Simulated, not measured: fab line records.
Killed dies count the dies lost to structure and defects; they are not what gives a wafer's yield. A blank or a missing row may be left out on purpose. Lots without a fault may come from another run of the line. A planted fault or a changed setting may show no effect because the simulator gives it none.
A single fault, viewed from 2 desks | flow gf180mcu | each desk holds nothing but its own numbers, with what lay behind them at the end

== THE TOOL OWNER'S DESK: implanter-01 ==
The tool's own readings at GF_HV_LDD_IMPLANT_35: means of the sampled wafers that have a number, for each lot that ran on this tool. Marked OUT: a lot whose mean sits more than 4 standard deviations from the usual mean, which makes it out of limits; the brackets give that distance.
Columns: A = dose-ions-cm2 at GF_HV_LDD_IMPLANT_35, usual 7.498e+12; B = faraday-current-uA at GF_HV_LDD_IMPLANT_35, usual 42.4
lot  | first seen here | A                           | B
L765 | day 11 11:40    | 7.490e+12                   | 42.0
L767 | day 12 17:32    | 7.492e+12                   | 42.5
L768 | day 12 19:37    | 7.492e+12                   | 42.0
L774 | day 14 11:16    | 9.970e+12 (+99 or more) OUT | 55.3 (+16) OUT
L776 | day 15 03:46    | 9.968e+12 (+99 or more) OUT | 55.9 (+17) OUT
L788 | day 19 02:37    | 7.495e+12                   | 43.1
This desk's verdict: out of limits on L774, L776, starting with L774 at day 14 11:16 (dose-ions-cm2 at GF_HV_LDD_IMPLANT_35). Within limits: L765, L767, L768, L788.

== THE METROLOGY DESK ==
What the gauges read, lot by lot, whatever tool the lot ran on: means of the sampled wafers that have a number. Marked OUT: a lot whose mean sits more than 4 standard deviations from the usual mean, which makes it out of limits; the brackets give that distance.
Columns: A = cd-nm at GF_HV_LDD_CD_MEAS_46, usual 400.0 nm; B = HV_LDD_RS at GF_HV_LDD_RS_MEAS_53, usual 418.4 ohm/sq; C = HV_LDD_CVD_54_THK at GF_HV_LDD_THK_MEAS_55, usual 9.99 nm
lot  | first seen here | A     | B                | C
L765 | day 12 07:08    | 399.1 | 418.5            | 10.03
L766 | day 12 21:39    | 402.3 | 419.5            | 9.91
L767 | day 13 14:20    | 401.1 | 419.0            | 10.10
L768 | day 13 16:07    | 398.0 | 418.4            | 9.90
L774 | day 15 09:29    | 402.7 | 411.4 (-7.3) OUT | 10.08
L776 | day 16 02:23    | 401.0 | 411.9 (-6.7) OUT | 9.78
L779 | day 17 02:42    | 398.8 | 417.8            | 10.10
L781 | day 17 18:40    | 400.8 | 417.8            | 10.28
L783 | day 18 05:50    | 399.4 | 418.7            | 9.87
L784 | day 18 11:41    | 400.5 | 418.2            | 9.90
L786 | day 19 08:35    | 402.0 | 417.8            | 10.25
L787 | day 19 13:52    | 398.3 | 418.3            | 10.02
L788 | day 20 02:59    | 403.1 | 417.4            | 10.19
This desk's finding: out of limits on L774, L776; first on L774, day 15 10:04 (HV_LDD_RS at GF_HV_LDD_RS_MEAS_53). Within limits: L765, L766, L767, L768, L779, L781, L783, L784, L786, L787, L788.

== ALL TOGETHER ==
An alarm could have come from the tool owner's desk at day 14 11:16, on L774, L776.
Metrology desk: alarm possible at day 15 10:04 on L774, L776.
Of the lots named, all ran GF_HV_LDD_IMPLANT_35 on implanter-01.

== WHAT WAS PUT IN BY THE SIMULATOR ==
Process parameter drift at GF_HV_LDD_IMPLANT_35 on implanter-01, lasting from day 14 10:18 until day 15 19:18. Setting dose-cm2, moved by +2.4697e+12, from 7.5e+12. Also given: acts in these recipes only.
Lots struck among those shown: L774, L776.
Time in hours from fault onset to the first out-of-limits reading at each desk: tool owner's desk 1, metrology desk 24.
